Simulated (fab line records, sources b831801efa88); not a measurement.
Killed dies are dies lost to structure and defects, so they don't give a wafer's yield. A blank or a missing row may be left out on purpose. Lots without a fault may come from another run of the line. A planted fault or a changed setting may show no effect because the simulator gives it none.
fab line records | flow sky130
record lots=6 wafers=18 last_day=50
route steps=708 shown FIELD_ISO@1 PAD_OPEN@708
lots that met no fault: from a run of the same line without faults
start_h: hours from the record's first day to the start of the lot's first wafer shown | wait_h: hours since the lot's step before | " the same as in the row above | L1.1+2: a row that stands for several wafers | - no value, or no start given | * or withheld: withheld | < > ~ a bound
route shown NAME@n: a module of which the file shows steps, and the number in the route of the first | usual: mean/standard deviation of fault-free wafers | same: alike in all rows | chamber/n: place in a boat | sites: the reading at each site | _std_site: their standard deviation | _edge_site: outer sites' mean less inner sites' | radius_mm: how far each site lies from the wafer's centre | mask NAME#n: copy n | behind: the tool/chamber that last shaped the wafer | hold: why the lot was held/for how many hours/how that ended | device: the transistor (n, p or np) that didn't switch | end of line: the same wafers' tests at the end of the route | a step without rows: its recipe alone | killed: dies lost to structure and defects at the first sort, not the wafer's yield | map: a wafer's dies, x killed, . not, _ none there
set.NAME: the setting as run; set.NAME@STEP: as run at that earlier step | model.NAME: the simulator's own value behind a step, which no gauge read
lots at some steps of the route; a table a step, a row a wafer
services: from which hour (start_h, from the record's first day; less than 0 if before it) a tool's chamber was out of use, for how many hours, and why
## steps
# step SKY_FIELD_ISO_BOW_MEAS_00
# recipe mode=bow
# usual INCOMING_BOW=0/5.7
# columns lot.wafer tool chamber start_h wait_h INCOMING_BOW[um]
L639.2 film_metro-02 - 30.02 - 1
L639.3 " - " " -6
L639.4 " - " " -4
L640.2 film_metro-01 - 35.02 - -4
L640.3 " - " " -10
L640.4 " - " " 2
L642.1 film_metro-02 - 45.00 - 6
L642.3 " - " " 8
L642.5 " - " " 8
L645.1 film_metro-02 - 60.00 - 10
L645.3 " - " " 10
L645.6 " - " " -1
L646.1 film_metro-02 - 65.00 - 4
L646.2 " - " " -6
L646.3 " - " " 0
L657.1 film_metro-02 - 120.00 - 3
L657.2 " - " " 11
L657.5 " - " " 2
# step SKY_FIELD_ISO_OXIDATION_01
# recipe temp_c=900 ambient=O2 stabilise_s=600 purge_s=300 target_thk_a=120 ox_time_s=1902
# step SKY_FIELD_ISO_THK_MEAS_02
# recipe reads=SiO2_of_FIELD_ISO_OXIDATION_01
# usual FIELD_ISO_OXIDATION_00_THK=12.28/0.2
# columns lot.wafer tool chamber start_h wait_h FIELD_ISO_OXIDATION_00_THK[nm]
L639.2 film_metro-02 - 31.64 0.0 12.54
L639.3 " - " " 12.49
L639.4 " - " " 12.29
L640.2 film_metro-01 - 37.25 0.0 12.22
L640.3 " - " " 12.34
L640.4 " - " " 12.35
L642.1 film_metro-03 - 48.02 0.0 12.23
L642.3 " - " " 12.34
L642.5 " - " " 12.43
L645.1 film_metro-03 - 63.35 0.0 12.51
L645.3 " - " " 12.45
L645.6 " - " " 12.37
L646.1 film_metro-02 - 67.19 0.0 12.38
L646.2 " - " " 12.17
L646.3 " - " " 12.21
L657.1 film_metro-01 - 122.60 0.0 12.55
L657.2 " - " " 12.47
L657.5 " - " " 12.42
# step SKY_FIELD_ISO_CVD_03
# recipe material=Si3N4 precursor=DCS/NH3 target_thk_nm=165 temp_c=770 time_s=2830 pressure_mtorr=250
# step SKY_FIELD_ISO_THK_MEAS_04
# recipe reads=Si3N4_of_FIELD_ISO_CVD_03
# usual FIELD_ISO_CVD_03_THK=165.3/1.5
# columns lot.wafer tool chamber start_h wait_h FIELD_ISO_CVD_03_THK[nm]
L639.2 film_metro-03 - 34.66 0.0 165.6
L639.3 " - " " 163.8
L639.4 " - " " 164.8
L640.2 film_metro-02 - 39.10 0.0 164.5
L640.3 " - " " 164.1
L640.4 " - " " 165.1
L642.1 film_metro-01 - 49.87 0.0 167.2
L642.3 " - " " 166.3
L642.5 " - " " 166.7
L645.1 film_metro-02 - 66.07 0.0 166.6
L645.3 " - " " 167.9
L645.6 " - " " 168.7
L646.1 film_metro-02 - 69.03 0.0 168.2
L646.2 " - " " 167.6
L646.3 " - " " 168.0
L657.1 film_metro-01 - 124.45 0.0 162.5
L657.2 " - " " 163.6
L657.5 " - " " 163.3
# step SKY_FIELD_ISO_DEHYDRATE_05
# recipe temp_c=200 time_s=60
# step SKY_FIELD_ISO_HMDS_06
# recipe prime_time_s=60 prime_temp_c=120
# step SKY_FIELD_ISO_COAT_07
# recipe resist=BARC temp_c=withheld time_s=withheld spin_rpm=3000 resist_thk_nm=60
# usual spin_speed_rpm=2999.7/2
# columns lot.wafer tool chamber start_h wait_h spin_speed_rpm
L639.2 litho_track-02 0 41.86 0.1 3000.7
L639.3 " 0 " " 2998.5
L639.4 " 0 " " 2996.4
L640.2 litho_track-02 0 47.16 0.1 3000.3
L640.3 " 0 " " 2999.7
L640.4 " 0 " " 2999.4
L642.1 litho_track-02 0 56.94 0.1 3001.1
L642.3 " 0 " " 3002.4
L642.5 " 0 " " 2999.0
L645.1 litho_track-02 0 73.74 0.1 2997.8
L645.3 " 0 " " 3000.3
L645.6 " 0 " " 2999.4
L646.1 litho_track-01 0 76.74 0.1 3001.3
L646.2 " 0 " " 3002.2
L646.3 " 0 " " 2997.8
L657.1 litho_track-01 0 133.49 0.1 2997.5
L657.2 " 0 " " 3002.2
L657.5 " 0 " " 2999.4
# step SKY_FIELD_ISO_COAT_08
# recipe resist=KrF-thick spin_rpm=3000 resist_thk_nm=450
# step SKY_FIELD_ISO_SOFTBAKE_09
# recipe temp_c=100 time_s=90 resist=KrF-thick
# step SKY_FIELD_ISO_EXPOSE_10
# recipe mask_id=FOM na=0.68 source_shape=annular sigma_inner=0.4 sigma_outer=0.8 target_cd_nm=150 dose_mj=28
# step SKY_FIELD_ISO_PEB_11
# recipe peb_temp_c=withheld peb_time_s=withheld resist=KrF-thick
# step SKY_FIELD_ISO_DEVELOP_12
# recipe develop_time_s=60 resist=KrF-thick dev_temp_c=21
# step SKY_FIELD_ISO_CD_MEAS_13
# recipe target_cd_nm=150
# usual cd_nm=150.3/1.5
# columns lot.wafer tool chamber start_h wait_h cd_nm
L639.2 cd_sem-01 - 49.86 - 152.3
L639.3 " - " " 151.0
L639.4 " - " " 152.9
L640.2 cd_sem-01 - 54.97 - 150.4
L640.3 " - " " 149.8
L640.4 " - " " 150.8
L642.1 cd_sem-01 - 64.84 - 151.1
L642.3 " - " " 152.4
L642.5 " - " " 150.3
L645.1 cd_sem-02 - 82.99 - 151.4
L645.3 " - " " 151.6
L645.6 " - " " 150.8
L646.1 cd_sem-01 - 85.54 - 150.9
L646.2 " - " " 150.5
L646.3 " - " " 150.8
L657.1 cd_sem-01 - 144.30 - 149.8
L657.2 " - " " 150.7
L657.5 " - " " 149.6
# step SKY_FIELD_ISO_ETCH_14
# recipe chemistry=N2/H2 target=BARC ion_energy_ev=200 source_w=500 bias_w=100 pressure_mtorr=30 n2_flow_sccm=100 h2_flow_sccm=200 stop_on=SiO2 time_s=45.9 target_depth_a=600
# usual bias_w=100.02/0.29 chamber_pressure_mTorr=30.000/0.029 drypump_motor_current_A=5.9/0.31 n2_flow_sccm=100.0/0.33 oes_product_au=0.855/0.0047 throttle_valve_pct=13.226/0.0086
# columns lot.wafer tool chamber start_h wait_h bias_w chamber_pressure_mTorr drypump_motor_current_A n2_flow_sccm oes_product_au rf_hours_counter_h throttle_valve_pct model.etch.depth_nm
L639.2 rie_diel-01 1 49.96 0.1 99.45 29.990 5.6 99.5 0.859 142 13.237 59.97
L639.3 " 2 " " 99.72 30.004 6.1 100.1 0.856 158 13.228 60.09
L639.4 " 0 " " 99.31 30.019 5.6 99.7 0.864 5 13.234 60.28
L640.2 rie_diel-04 0 55.07 0.1 99.97 30.077 6.0 99.9 0.849 161 13.223 59.79
L640.3 " 2 " " 100.04 30.034 5.8 100.2 0.855 164 13.229 59.86
L640.4 " 3 " " 100.16 29.988 5.7 100.1 0.848 163 13.226 59.94
L642.1 rie_diel-01 0 64.96 0.1 99.84 30.014 5.6 99.4 0.801 5 13.225 53.39
L642.3 " 1 " " 100.10 30.037 5.6 100.2 0.796 142 13.230 53.24
L642.5 " 0 " " 100.78 29.976 5.6 100.1 0.797 - 13.208 53.03
L645.1 rie_diel-01 2 83.11 0.1 100.69 29.956 6.1 100.0 0.797 158 13.218 53.43
L645.3 " 3 " " 100.10 29.966 5.4 100.2 0.808 110 13.227 53.39
L645.6 " 0 " " 100.45 29.975 5.6 99.7 0.810 - 13.217 53.39
L646.1 rie_diel-03 1 85.66 0.1 99.76 29.999 6.3 100.2 0.856 12 13.224 59.78
L646.2 " 0 " " 99.60 29.991 6.5 99.5 0.852 117 13.234 59.83
L646.3 " 3 " " 99.73 29.987 5.9 100.5 0.859 68 13.225 60.09
L657.1 rie_diel-03 0 144.42 0.1 100.80 29.941 6.5 100.7 0.852 118 13.218 59.94
L657.2 " 1 " " 100.13 30.035 6.4 100.3 0.849 13 13.250 59.99
L657.5 " 1 " " 99.82 30.017 6.4 100.1 0.855 - 13.208 60
# step SKY_FIELD_ISO_ETCH_15
# recipe chemistry=CHF3/O2 target_depth_nm=180 stop_on=Si source_w=600 bias_w=200 pressure_mtorr=40 chf3_flow_sccm=50 O2_flow_sccm=5 time_s=72
# usual bias_w=200.0/0.54 chamber_pressure_mTorr=40.00/0.036 drypump_motor_current_A=5.9/0.31 oes_product_au=0.947/0.0065 throttle_valve_pct=8.845/0.0087
# columns lot.wafer tool chamber start_h wait_h bias_w chamber_pressure_mTorr drypump_motor_current_A oes_product_au rf_hours_counter_h throttle_valve_pct
L639.2 rie_diel-01 1 50.00 0.0 199.8 40.01 5.6 0.949 142 8.838
L639.3 " 2 " " 200.7 40.01 6.1 0.945 158 8.846
L639.4 " 0 " " 200.6 40.00 5.6 0.937 5 8.846
L640.2 rie_diel-04 0 55.11 0.0 200.3 39.97 6.0 0.945 161 8.838
L640.3 " 2 " " 199.0 40.00 5.8 0.946 164 8.840
L640.4 " 3 " " 200.3 39.98 5.7 0.947 163 8.859
L642.1 rie_diel-01 0 65.00 0.0 201.1 40.03 5.6 0.954 5 8.843
L642.3 " 1 " " 199.7 39.99 5.6 0.946 142 8.845
L642.5 " 0 " " 200.5 40.02 5.6 0.953 - 8.839
L645.1 rie_diel-01 2 83.15 0.0 199.9 39.99 6.1 0.955 158 8.846
L645.3 " 3 " " 200.1 40.00 5.4 0.949 110 8.847
L645.6 " 0 " " 199.7 39.94 5.6 0.966 - 8.855
L646.1 rie_diel-03 1 85.70 0.0 200.2 40.01 6.4 0.954 12 8.846
L646.2 " 0 " " 200.1 39.98 6.5 0.954 117 8.828
L646.3 " 3 " " 200.0 40.02 5.9 0.960 68 8.839
L657.1 rie_diel-03 0 144.46 0.0 199.8 39.98 6.6 0.946 118 8.831
L657.2 " 1 " " 199.7 39.95 6.4 0.938 13 8.837
L657.5 " 1 " " 199.5 39.99 6.4 0.944 - 8.836
# step SKY_PAD_OPEN_PROBE_99
# usual killed_at_M0_to_M3=44/7.5 killed_at_M4_up=3.3/1.8 killed_at_contacts=25/5.9 killed_at_front_end=16/4.7 killed_at_other=0.3/0.52 killed_dies=89/9.9 killed_open=49/7.8 killed_short=40/5.8
# same gross_dies=492 killed_at_back_side=0
# columns lot.wafer tool chamber start_h wait_h killed_at_M0_to_M3 killed_at_M4_up killed_at_contacts killed_at_front_end killed_at_other killed_dies killed_open killed_short
L639.2 prober-01 - 1112.97 0.1 48 1 34 16 0 99 60 39
L639.3 prober-01 - 1113.02 0.2 43 2 41 13 0 99 57 42
L639.4 prober-01 - 1113.07 0.2 48 5 28 18 0 99 52 46
L640.2 prober-02 - 1116.12 0.1 44 3 20 10 0 77 41 34
L640.3 prober-02 - 1116.17 0.2 66 2 22 12 0 102 55 47
L640.4 prober-02 - 1116.22 0.2 48 3 21 10 1 83 47 36
L642.1 prober-02 - 1123.86 0.1 52 4 27 13 0 96 56 40
L642.3 prober-02 - 1123.96 0.2 56 5 16 10 1 88 49 39
L642.5 prober-02 - 1124.06 0.2 51 3 31 7 0 92 59 33
L645.1 prober-02 - 1141.81 0.1 30 3 16 17 0 66 37 29
L645.3 prober-02 - 1141.91 0.2 45 8 22 12 0 87 51 36
L645.6 prober-02 - 1142.06 0.2 44 6 14 17 1 82 48 34
L646.1 prober-02 - 1155.66 0.1 41 4 23 16 0 84 41 43
L646.2 prober-02 - 1155.71 0.1 46 7 23 17 0 93 51 42
L646.3 prober-02 - 1155.76 0.2 38 3 29 30 1 101 61 39
L657.1 prober-01 - 1197.64 0.1 41 0 32 11 1 85 44 41
L657.2 prober-01 - 1197.69 0.1 35 2 13 20 0 70 39 30
L657.5 prober-01 - 1197.84 0.2 40 6 20 12 0 78 44 34
# killed by level:class
L639.2 VIA1:geometric_particle:open=16 CONTACT:geometric_particle:open=11 LI_CONTACT:geometric_particle:open=8 CONTACT:geometric_particle:short=8 VIA2:geometric_particle:open=8 METAL3:geometric_particle:short=7 POLY_GATE:geometric_particle:open=6 VIA3:geometric_particle:open=5
L639.3 LI_CONTACT:geometric_particle:open=13 CONTACT:geometric_particle:open=13 VIA1:geometric_particle:open=10 VIA3:geometric_particle:open=8 LI_CONTACT:geometric_particle:short=5 VIA1:geometric_particle:short=5 POLY_GATE:geometric_particle:short=4 LOCAL_INTERCONNECT:geometric_particle:short=4
L639.4 LI_CONTACT:geometric_particle:open=9 POLY_GATE:geometric_particle:short=7 CONTACT:geometric_particle:open=7 VIA1:geometric_particle:open=7 VIA2:geometric_particle:open=7 CONTACT:geometric_particle:short=6 VIA3:geometric_particle:open=6 VIA2:geometric_particle:short=6
L640.2 VIA1:geometric_particle:open=12 LI_CONTACT:geometric_particle:open=7 VIA2:geometric_particle:open=6 VIA3:geometric_particle:open=6 LOCAL_INTERCONNECT:geometric_particle:short=5 VIA3:geometric_particle:short=5 METAL1:geometric_particle:short=4 POLY_GATE:geometric_particle:short=3
L640.3 VIA2:geometric_particle:open=11 VIA1:geometric_particle:open=10 VIA3:geometric_particle:open=9 METAL2:geometric_particle:short=9 LI_CONTACT:geometric_particle:open=8 METAL3:geometric_particle:short=7 CONTACT:geometric_particle:open=7 METAL1:geometric_particle:short=6
L640.4 VIA1:geometric_particle:open=14 VIA2:geometric_particle:open=10 CONTACT:geometric_particle:open=8 CONTACT:geometric_particle:short=6 POLY_GATE:geometric_particle:short=5 VIA1:geometric_particle:short=5 METAL2:geometric_particle:short=4 VIA3:geometric_particle:short=4
L642.1 VIA1:geometric_particle:open=11 CONTACT:geometric_particle:open=10 VIA2:geometric_particle:open=9 LI_CONTACT:geometric_particle:open=8 CONTACT:geometric_particle:short=7 METAL1:geometric_particle:short=6 VIA3:geometric_particle:open=5 VIA1:geometric_particle:short=4
L642.3 VIA1:geometric_particle:open=12 VIA3:geometric_particle:open=8 LI_CONTACT:geometric_particle:open=5 CONTACT:geometric_particle:open=5 METAL1:geometric_particle:short=5 VIA1:geometric_particle:short=5 METAL2:geometric_particle:open=5 METAL2:geometric_particle:short=5
L642.5 LI_CONTACT:geometric_particle:open=16 VIA2:geometric_particle:open=10 VIA1:geometric_particle:open=9 VIA3:geometric_particle:open=9 CONTACT:geometric_particle:open=6 VIA2:geometric_particle:short=6 METAL2:geometric_particle:short=5 CONTACT:geometric_particle:short=5
L645.1 FIELD_ISO:geometric_particle:open=7 VIA2:geometric_particle:open=7 LI_CONTACT:geometric_particle:open=6 VIA3:geometric_particle:open=5 FIELD_ISO:geometric_particle:short=4 METAL2:geometric_particle:short=4 CONTACT:geometric_particle:open=4 VIA1:geometric_particle:open=4
L645.3 VIA3:geometric_particle:open=9 METAL2:geometric_particle:short=8 VIA1:geometric_particle:open=7 LI_CONTACT:geometric_particle:open=6 CONTACT:geometric_particle:open=6 METAL4:geometric_particle:short=5 POLY_GATE:geometric_particle:open=5 VIA2:geometric_particle:open=5
L645.6 VIA1:geometric_particle:open=11 VIA3:geometric_particle:open=7 METAL4:geometric_particle:short=6 CONTACT:geometric_particle:open=6 METAL2:geometric_particle:short=6 POLY_GATE:geometric_particle:open=5 POLY_GATE:geometric_particle:short=5 LI_CONTACT:geometric_particle:open=5
L646.1 VIA3:geometric_particle:open=9 CONTACT:geometric_particle:open=7 FIELD_ISO:geometric_particle:short=6 CONTACT:geometric_particle:short=6 VIA2:geometric_particle:short=6 VIA1:geometric_particle:open=5 VIA1:geometric_particle:short=5 VIA2:geometric_particle:open=5
L646.2 LI_CONTACT:geometric_particle:open=14 VIA3:geometric_particle:open=8 METAL2:geometric_particle:short=7 FIELD_ISO:geometric_particle:open=6 METAL1:geometric_particle:short=6 METAL4:geometric_particle:short=5 CONTACT:geometric_particle:short=4 METAL1:geometric_particle:open=4
L646.3 VIA1:geometric_particle:open=12 CONTACT:geometric_particle:open=11 POLY_GATE:geometric_particle:open=9 FIELD_ISO:geometric_particle:open=8 LI_CONTACT:geometric_particle:open=6 VIA2:geometric_particle:open=6 FIELD_ISO:geometric_particle:short=5 CONTACT:geometric_particle:short=5
L657.1 CONTACT:geometric_particle:short=12 CONTACT:geometric_particle:open=11 VIA1:geometric_particle:open=8 VIA3:geometric_particle:open=8 LI_CONTACT:geometric_particle:open=6 METAL1:geometric_particle:short=6 POLY_GATE:geometric_particle:short=5 METAL2:geometric_particle:short=5
L657.2 VIA1:geometric_particle:open=12 FIELD_ISO:geometric_particle:open=6 FIELD_ISO:geometric_particle:short=6 LI_CONTACT:geometric_particle:open=6 VIA1:geometric_particle:short=5 METAL2:geometric_particle:short=4 VIA3:geometric_particle:open=4 METAL1:geometric_particle:short=3
L657.5 VIA2:geometric_particle:open=7 VIA1:geometric_particle:open=6 LI_CONTACT:geometric_particle:open=6 VIA3:geometric_particle:open=6 CONTACT:geometric_particle:short=5 METAL2:geometric_particle:short=5 LOCAL_INTERCONNECT:geometric_particle:short=4 CONTACT:geometric_particle:open=4
## services
# columns tool chamber start_h hours kind
rie_diel-03 1 22.15 5.6 repair
rie_diel-03 2 48.48 5.2 repair
rie_diel-03 3 51.10 3.7 repair
rie_diel-03 - 67.61 0.2 repair
rie_diel-03 - 85.81 0.8 repair
rie_diel-04 2 97.94 - clean
rie_diel-04 2 97.94 14.8 scheduled_down
rie_diel-04 2 97.94 14.8 vent_cycle
rie_diel-03 1 106.20 29.7 repair
rie_diel-04 3 112.72 - clean
rie_diel-04 3 112.72 22.9 scheduled_down
rie_diel-04 3 112.72 22.9 vent_cycle
rie_diel-03 2 127.76 2.2 repair
rie_diel-01 2 129.78 - clean
rie_diel-01 2 129.78 14.8 scheduled_down
rie_diel-01 2 129.78 14.8 vent_cycle
rie_diel-04 0 135.63 - clean
rie_diel-04 0 135.63 15.2 scheduled_down
rie_diel-04 0 135.63 15.2 vent_cycle
## key
first_sign step=SKY_FIELD_ISO_ETCH_14 reading=oes_product_au direction=down sigmas=11 usual=0.855 struck=0.802
effect none on later readings
model_effect step=SKY_FIELD_ISO_ETCH_14 value=etch.depth_nm without=59.95 struck=53.31
met_at SKY_FIELD_ISO_COAT_07
struck_wafers L642.1,L642.3,L642.5,L645.1,L645.3,L645.6
tester_left_out L642,L645
onset_between 47.16 56.94
also_fits SKY_FIELD_ISO_ETCH_14:rie_diel-01
fault kind=process_parameter_drift tool=litho_track-02 chamber=- onset_h=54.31 steps=SKY_FIELD_ISO_COAT_07 channel=resist_thk_nm offset=-6.6406 shape=step end_h=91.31 acts_in=these_recipes_only stated=60
# tester_left_out: of these lots the tester's yield and bins aren't shown, on N5 and GAA mostly nor the transistor test; their killed dies are dies lost to structure and defects alone, not to doping, threshold or leakage, so they don't give the yield
